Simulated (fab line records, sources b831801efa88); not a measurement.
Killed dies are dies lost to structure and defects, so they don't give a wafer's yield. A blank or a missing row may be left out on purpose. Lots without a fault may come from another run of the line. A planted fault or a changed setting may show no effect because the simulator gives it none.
fab line records | flow sky130
record lots=6 wafers=18 last_day=49
route steps=708 shown VIA4@645 METAL5@661 PAD_OPEN@708
lots that met no fault: from a run of the same line without faults
start_h: hours from the record's first day to the start of the lot's first wafer shown | wait_h: hours since the lot's step before | " the same as in the row above | L1.1+2: a row that stands for several wafers | - no value, or no start given | * or withheld: withheld | < > ~ a bound
route shown NAME@n: a module of which the file shows steps, and the number in the route of the first | usual: mean/standard deviation of fault-free wafers | same: alike in all rows | chamber/n: place in a boat | sites: the reading at each site | _std_site: their standard deviation | _edge_site: outer sites' mean less inner sites' | radius_mm: how far each site lies from the wafer's centre | mask NAME#n: copy n | behind: the tool/chamber that last shaped the wafer | hold: why the lot was held/for how many hours/how that ended | device: the transistor (n, p or np) that didn't switch | end of line: the same wafers' tests at the end of the route | a step without rows: its recipe alone | killed: dies lost to structure and defects at the first sort, not the wafer's yield | map: a wafer's dies, x killed, . not, _ none there
set.NAME: the setting as run; set.NAME@STEP: as run at that earlier step | model.NAME: the simulator's own value behind a step, which no gauge read
lots at some steps of the route; a table a step, a row a wafer
services: from which hour (start_h, from the record's first day; less than 0 if before it) a tool's chamber was out of use, for how many hours, and why
## steps
# step SKY_VIA4_COAT_06
# recipe resist=NOVOLAK spin_rpm=3000 resist_thk_nm=1140
# step SKY_VIA4_SOFTBAKE_07
# recipe temp_c=90 time_s=60 resist=NOVOLAK
# step SKY_VIA4_EXPOSE_08
# recipe mask_id=VIM4 na=0.6 source_shape=conventional sigma_outer=0.6 polarization=unpolarized target_cd_nm=800 dose_mj=132
# step SKY_VIA4_PEB_09
# recipe temp_c=withheld time_s=* resist=NOVOLAK
# step SKY_VIA4_DEVELOP_10
# recipe resist=NOVOLAK developer=TMAH develop_time_s=60 dev_temp_c=23
# step SKY_VIA4_OVL_MEAS_11
# usual VIA4_OVL=0.2/1.2
# columns lot.wafer tool chamber start_h wait_h VIA4_OVL[nm]
L523.1 overlay-02 - 1040.54 0.1 0.1
L523.3 " - " " 0.4
L523.6 " - " " -0.1
L524.1 overlay-01 - 1044.09 0.1 1.1
L524.2 " - " " -1.3
L524.6 " - " " -0.1
L528.1 overlay-01 - 1066.69 0.1 1.9
L528.2 " - " " -0.3
L528.4 " - " " 1.9
L531.4 overlay-01 - 1087.06 0.1 1.8
L531.5 " - " " 2.7
L531.6 " - " " 2.4
L532.1 overlay-02 - 1091.59 0.1 -0.3
L532.2 " - " " 0.2
L532.5 " - " " -0.9
L536.2 overlay-01 - 1116.15 0.1 -0.8
L536.4 " - " " -1.6
L536.6 " - " " -0.3
# step SKY_VIA4_ETCH_12
# recipe target=SiO2 chemistry=C4F8/O2/Ar stop_on=TiN mask_material=NOVOLAK source_w=1500 bias_w=1200 pressure_mtorr=40 c4f8_flow_sccm=withheld O2_flow_sccm=6 Ar_flow_sccm=300 time_s=withheld target_depth_a=5800
# usual oes_product_au=0.925/0.0046
# columns lot.wafer tool chamber start_h wait_h oes_product_au
L523.1 rie_diel-02 3 1040.57 0.0 0.923
L523.3 " 0 " " 0.922
L523.6 " 3 " " 0.917
L524.1 rie_diel-04 2 1044.13 0.0 0.923
L524.2 " 1 " " 0.929
L524.6 " 1 " " 0.927
L528.1 rie_diel-04 0 1066.73 0.0 0.920
L528.2 " 1 " " 0.920
L528.4 " 2 " " 0.923
L531.4 rie_diel-01 1 1087.08 0.0 0.925
L531.5 " 1 " " 0.921
L531.6 " 0 " " 0.915
L532.1 rie_diel-01 3 1091.62 0.0 0.919
L532.2 " 1 " " 0.926
L532.5 " 1 " " 0.934
L536.2 rie_diel-04 0 1116.18 0.0 0.929
L536.4 " 0 " " 0.921
L536.6 " 0 " " 0.930
# step SKY_VIA4_STRIP_13
# recipe chemistry=O2/N2 power_w=1400 pressure_mtorr=1500 platen_temp_c=withheld o2_flow_sccm=3000 n2_flow_sccm=300 overash_fraction=0.5
# usual drypump_motor_current_A=6.1/0.44 oes_product_au=0.709/0.0041 strip_time_to_endpoint_s=12.81/0.033
# columns lot.wafer tool chamber start_h wait_h drypump_motor_current_A oes_product_au rf_hours_counter_h strip_time_to_endpoint_s
L523.1 plasma_asher-04 0 1040.64 - 5.4 0.705 26 12.78
L523.3 " 1 " " 6.7 0.711 - 12.77
L523.6 " 0 " " 5.4 0.704 - 12.84
L524.1 plasma_asher-01 0 1044.20 - 5.9 0.704 118 12.80
L524.2 " 1 " " 5.6 0.710 118 12.79
L524.6 " 1 " " 5.6 0.707 - 12.76
L528.1 plasma_asher-03 1 1066.80 - 6.4 0.708 65 12.76
L528.2 " 0 " " 6.4 0.709 65 12.81
L528.4 " 1 " " 6.4 0.704 - 12.77
L531.4 plasma_asher-01 1 1087.19 - 5.6 0.714 - 12.84
L531.5 " 1 " " 5.6 0.706 - 12.85
L531.6 " 0 " " 6.0 0.709 - 12.78
L532.1 plasma_asher-03 0 1091.69 - 6.4 0.713 68 12.85
L532.2 " 1 " " 6.4 0.708 68 12.84
L532.5 " 1 " " 6.4 0.715 - 12.86
L536.2 plasma_asher-01 1 1116.29 - 5.6 0.707 5 12.79
L536.4 " 0 " " 6.0 0.710 - 12.79
L536.6 " 0 " " 6.0 0.705 - 12.82
# step SKY_VIA4_STRIP_14
# recipe chemistry=post_etch_residue_remover time_s=1200 temp_c=72.5
# step SKY_VIA4_CLEAN_15
# recipe chemistry=IPA time_s=180 temp_c=25
# step SKY_VIA4_CLEAN_16
# recipe chemistry=O3/DIW dry=n2_spin
# step SKY_VIA4_SPUTTER_17
# recipe material=TiN target_thk_nm=20 chamber_pressure_pa=5 power_w=4000 time_s=80
# usual chamber_pressure_pa=5.000/0.01 throttle_valve_pct=30.2/0.88
# columns lot.wafer tool chamber start_h wait_h chamber_pressure_pa throttle_valve_pct
L523.1 pvd_sputter-04 - 1041.24 0.0 5.006 30.7
L523.3 " - " " 4.995 30.3
L523.6 " - " " 5.004 30.7
L524.1 pvd_sputter-02 - 1044.80 0.0 4.996 29.7
L524.2 " - " " 5.001 29.9
L524.6 " - " " 5.014 30.1
L528.1 pvd_sputter-04 - 1067.44 0.0 4.987 30.9
L528.2 " - " " 5.003 28.1
L528.4 " - " " 5.014 30.0
L531.4 pvd_sputter-04 - 1087.75 0.0 4.995 30.1
L531.5 " - " " 5.001 30.8
L531.6 " - " " 4.997 30.2
L532.1 pvd_sputter-03 - 1092.32 0.0 4.989 30.2
L532.2 " - " " 4.997 30.1
L532.5 " - " " 4.980 30.8
L536.2 pvd_sputter-03 - 1116.88 0.0 4.999 30.8
L536.4 " - " " 5.014 29.9
L536.6 " - " " 5.021 30.7
# step SKY_VIA4_CVD_18
# recipe material=W target_thk_nm=505 time_s=152.14 temp_c=400 pressure_torr=40
# usual heater_power_w=869/52 susceptor_temp_C=400.03/0.23
# columns lot.wafer tool chamber start_h wait_h heater_power_w susceptor_temp_C model.W_of_VIA4_CVD_18.thk_nm
L523.1 cvd_w-01 1 1041.30 0.0 842 399.48 492.5
L523.3 " 1 " " 823 399.71 493.4
L523.6 " 1 " " 822 399.76 492.9
L524.1 cvd_w-01 0 1044.86 0.0 956 399.82 494.1
L524.2 " 1 " " 820 400.22 490.3
L524.6 " 0 " " 937 399.85 500.7
L528.1 cvd_w-01 1 1067.50 0.0 809 400.37 497.9
L528.2 " 0 " " 979 405.92 560.8
L528.4 " 1 " " 835 400.01 491.1
L531.4 cvd_w-01 1 1087.86 0.1 830 400.22 488.2
L531.5 " 0 " " 979 406.14 561.5
L531.6 " 1 " " 843 399.75 490.8
L532.1 cvd_w-02 1 1092.38 0.0 863 399.94 516.1
L532.2 " 0 " " 815 400.26 495.7
L532.5 " 0 " " 814 400.15 495.3
L536.2 cvd_w-02 0 1116.94 0.0 801 400.07 506.3
L536.4 " 0 " " 814 399.92 507.5
L536.6 " 0 " " 796 399.83 503.5
# step SKY_VIA4_RS_MEAS_19
# recipe thk_meas_gauge=four-point-probe reads=W_of_VIA4_CVD_18+TiN_of_VIA4_SPUTTER_17
# usual VIA4_W_RS=0.228/0.0051
# columns lot.wafer tool chamber start_h wait_h VIA4_W_RS[ohm/sq]
L523.1 film_metro-01 - 1041.45 0.1 0.232
L523.3 " - " " 0.231
L523.6 " - " " 0.231
L524.1 film_metro-01 - 1045.01 0.1 0.231
L524.2 " - " " 0.232
L524.6 " - " " 0.228
L528.1 film_metro-01 - 1067.65 0.1 0.229
L528.2 " - " " 0.203
L528.4 " - " " 0.232
L531.4 film_metro-03 - 1088.02 0.1 0.234
L531.5 " - " " 0.204
L531.6 " - " " 0.233
L532.1 film_metro-01 - 1092.53 0.1 0.220
L532.2 " - " " 0.229
L532.5 " - " " 0.230
L536.2 film_metro-01 - 1117.11 0.1 0.225
L536.4 " - " " 0.225
L536.6 " - " " 0.226
# step SKY_VIA4_THK_MEAS_20
# recipe thk_meas_gauge=xrf reads=W_of_VIA4_CVD_18
# usual VIA4_W_THK=497/13
# columns lot.wafer tool chamber start_h wait_h VIA4_W_THK[nm]
L523.1 film_metro-01 - 1041.57 0.1 492
L523.3 " - " " 493
L523.6 " - " " 489
L524.1 film_metro-01 - 1045.13 0.1 494
L524.2 " - " " 491
L524.6 " - " " 501
L528.1 film_metro-01 - 1067.77 0.1 501
L528.2 " - " " 568
L528.4 " - " " 493
L531.4 film_metro-03 - 1088.11 0.1 479
L531.5 " - " " 549
L531.6 " - " " 479
L532.1 film_metro-01 - 1092.65 0.1 516
L532.2 " - " " 493
L532.5 " - " " 494
L536.2 film_metro-01 - 1117.22 0.1 506
L536.4 " - " " 507
L536.6 " - " " 504
# step SKY_VIA4_CMP_21
# recipe stop_on=SiO2 t_overpolish_s=25 down_force_psi=3.5 platen_rpm=60 target_thk_nm=0 pad_velocity_m_s=0.94248
# usual motor_current_A=10.5/1.3 retaining_ring_pressure_frac=0.999/0.0053 time_to_endpoint_s=123/4.8
# columns lot.wafer tool chamber start_h wait_h motor_current_A retaining_ring_pressure_frac time_to_endpoint_s
L523.3 cmp-02 1 1041.81 0.2 11.3 1.003 121
L523.1 " 2 " " 9.8 1.004 125
L523.6 " 2 " " 9.7 0.995 126
L524.1 cmp-01 1 1045.29 0.1 9.3 1.002 115
L524.2 " 2 " " 9.0 1.002 119
L524.6 " 0 " " 12.6 1.002 116
L528.1 cmp-01 2 1067.83 0.1 9.1 1.002 123
L528.2 " 3 " " 8.9 0.996 133
L528.4 " 1 " " 9.8 0.999 120
L531.4 cmp-02 2 1089.18 1.1 10.1 0.999 119
L531.5 " 2 " " 9.6 1.004 141
L531.6 " 3 " " 12.4 1.001 122
L532.1 cmp-01 2 1092.71 0.1 9.1 1.004 129
L532.2 " 1 " " 9.5 0.994 120
L532.5 " 2 " " 8.4 1.002 125
L536.4 cmp-01 0 1117.32 0.1 12.5 0.996 123
L536.2 " 1 " " 9.9 0.997 124
L536.6 " 0 " " 12.2 0.995 122
# step SKY_METAL5_SPUTTER_00
# recipe material=Ti target_thk_nm=15 power_w=3000 time_s=10 chamber_pressure_pa=0.4
# usual chamber_pressure_pa=0.3999/0.00094 throttle_valve_pct=29.9/1.1
# columns lot.wafer tool chamber start_h wait_h chamber_pressure_pa throttle_valve_pct
L523.1 pvd_sputter-01 - 1042.11 0.2 0.3993 27.1
L523.3 " - " " 0.3980 29.1
L523.6 " - " " 0.3974 29.1
L524.1 pvd_sputter-02 - 1045.49 0.1 0.4025 29.5
L524.2 " - " " 0.3996 31.0
L524.6 " - " " 0.3997 30.8
L528.1 pvd_sputter-02 - 1068.13 0.2 0.4005 30.7
L528.2 " - " " 0.3980 30.1
L528.4 " - " " 0.3987 31.2
L531.4 pvd_sputter-01 - 1089.48 0.2 0.4005 30.5
L531.5 " - " " 0.3986 29.2
L531.6 " - " " 0.4005 30.5
L532.1 pvd_sputter-01 - 1093.01 0.2 0.4008 29.4
L532.2 " - " " 0.4000 29.1
L532.5 " - " " 0.3982 30.7
L536.2 pvd_sputter-02 - 1117.57 0.1 0.4006 29.9
L536.4 " - " " 0.3994 31.0
L536.6 " - " " 0.4017 29.6
# step SKY_PAD_OPEN_PROBE_99
# usual defect_limited_yield=82.1/1.9 killed_at_M0_to_M3=45/6.8 killed_at_M4_up=3.0/1.7 killed_at_contacts=25/5.7 killed_at_front_end=15/4.6 killed_at_other=0.3/0.66 killed_dies=88/9.5 killed_open=48/7.3 killed_short=39/6.5 sort_bin_3_pad_short=0.9/0.47 sort_bin_5_function=10.6/1.5 sort_bin_6_memory=6.4/1.2 sort_n_pass=404/9.5 sort_yield_pct=82.1/1.9
# same gross_dies=492 killed_at_back_side=0 sort_bin_4_leakage[%]=0 sort_bin_8_speed[%]=0
# columns lot.wafer tool chamber start_h wait_h defect_limited_yield[%] killed_at_M0_to_M3 killed_at_M4_up killed_at_contacts killed_at_front_end killed_at_other killed_dies killed_open killed_short sort_bin_3_pad_short[%] sort_bin_5_function[%] sort_bin_6_memory[%] sort_n_pass sort_yield_pct[%]
L528.1 prober-02 - 1133.27 0.1 82.9 48 2 22 12 0 84 48 36 0.2 10.8 6.1 408 82.9
L528.2 prober-02 - 1133.32 0.1 82.9 37 5 30 12 0 84 45 38 0.6 10.4 6.1 408 82.9
L528.4 prober-02 - 1133.42 0.2 83.3 38 3 26 15 0 82 43 38 1.0 8.9 6.7 410 83.3
L532.1 prober-02 - 1154.10 0.1 83.9 45 3 19 12 0 79 47 32 1.4 10.0 4.7 413 83.9
L532.2 prober-02 - 1154.15 0.1 82.1 34 3 37 12 2 88 50 38 1.0 10.2 6.7 404 82.1
L532.5 prober-02 - 1154.30 0.2 81.9 40 2 32 15 0 89 45 43 0.8 11.4 5.9 403 81.9
# killed by level:class
L528.1 VIA1:geometric_particle:open=11 CONTACT:geometric_particle:open=9 VIA3:geometric_particle:open=8 VIA2:geometric_particle:open=7 LI_CONTACT:geometric_particle:open=6 METAL2:geometric_particle:short=6 VIA1:geometric_particle:short=5 METAL3:geometric_particle:short=4
L528.2 CONTACT:geometric_particle:open=10 LI_CONTACT:geometric_particle:open=7 VIA1:geometric_particle:open=7 VIA2:geometric_particle:open=6 LOCAL_INTERCONNECT:geometric_particle:short=5 FIELD_ISO:geometric_particle:short=4 LI_CONTACT:geometric_particle:short=4 METAL1:geometric_particle:short=4
L528.4 CONTACT:geometric_particle:open=12 METAL1:geometric_particle:short=10 VIA3:geometric_particle:open=8 LI_CONTACT:geometric_particle:open=6 VIA1:geometric_particle:short=6 FIELD_ISO:geometric_particle:open=4 POLY_GATE:geometric_particle:short=4 LOCAL_INTERCONNECT:geometric_particle:short=4
L532.1 VIA2:geometric_particle:open=10 VIA3:geometric_particle:open=9 VIA1:geometric_particle:open=8 LI_CONTACT:geometric_particle:open=6 FIELD_ISO:geometric_particle:short=5 CONTACT:geometric_particle:open=5 VIA1:geometric_particle:short=4 METAL1:geometric_particle:short=4
L532.2 CONTACT:geometric_particle:open=12 VIA1:geometric_particle:open=11 LOCAL_INTERCONNECT:geometric_particle:short=10 LI_CONTACT:geometric_particle:open=8 FIELD_ISO:geometric_particle:short=4 METAL1:geometric_particle:short=4 METAL3:geometric_particle:short=4 METAL2:geometric_particle:short=4
L532.5 VIA1:geometric_particle:open=9 CONTACT:geometric_particle:short=8 CONTACT:geometric_particle:open=8 LI_CONTACT:geometric_particle:open=7 LOCAL_INTERCONNECT:geometric_particle:short=6 METAL1:geometric_particle:short=6 FIELD_ISO:geometric_particle:open=5 POLY_GATE:geometric_particle:short=5
## services
# columns tool chamber start_h hours kind
pvd_sputter-02 1 1019.25 - consumable_replace:kit
pvd_sputter-02 1 1019.25 18.0 scheduled_down
pvd_sputter-02 1 1019.25 18.0 vent_cycle
cmp-02 - 1019.93 16.0 pm
rie_diel-02 0 1023.47 1.5 repair
pvd_sputter-04 3 1026.92 - consumable_replace:kit
pvd_sputter-04 3 1026.92 18.0 scheduled_down
pvd_sputter-04 3 1026.92 18.0 vent_cycle
rie_diel-01 1 1031.60 3.4 repair
cvd_w-02 1 1039.39 17.4 repair
rie_diel-02 0 1043.97 7.4 repair
cvd_w-02 0 1048.24 12.3 repair
cmp-02 - 1048.70 2.6 repair
pvd_sputter-01 - 1049.02 1.7 repair
plasma_asher-01 - 1055.25 9.0 pm
pvd_sputter-01 - 1062.95 0.6 repair
rie_diel-01 - 1076.38 2.8 pm
rie_diel-02 - 1078.57 14.6 pm
rie_diel-01 1 1083.16 3.3 repair
cmp-02 - 1084.28 4.0 pm
cmp-01 - 1086.34 1.9 repair
plasma_asher-03 - 1091.79 2.8 pm
pvd_sputter-03 - 1115.68 1.0 repair
rie_diel-04 2 1116.01 4.8 repair
## key
first_sign step=SKY_VIA4_CVD_18 reading=susceptor_temp_C direction=up sigmas=27 usual=* struck=*
effect step=SKY_VIA4_RS_MEAS_19 reading=VIA4_W_RS direction=down sigmas=4.8 usual=0.228 struck=0.203
effect step=SKY_VIA4_THK_MEAS_20 reading=VIA4_W_THK direction=up sigmas=4.8 usual=497 struck=558
effect step=SKY_VIA4_CMP_21 reading=time_to_endpoint_s direction=up sigmas=2.9 usual=* struck=*
model_effect step=SKY_VIA4_CVD_18 value=W_of_VIA4_CVD_18.thk_nm without=501.4 struck=561.1
met_at SKY_VIA4_CVD_18
struck_wafers L528.2,L531.5
onset_between 1044.86 1067.50
fault kind=process_parameter_drift tool=cvd_w-01 chamber=0 onset_h=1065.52 steps=SKY_VIA4_CVD_18 channel=temp_c offset=* shape=step end_h=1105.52 acts_in=* stated=*
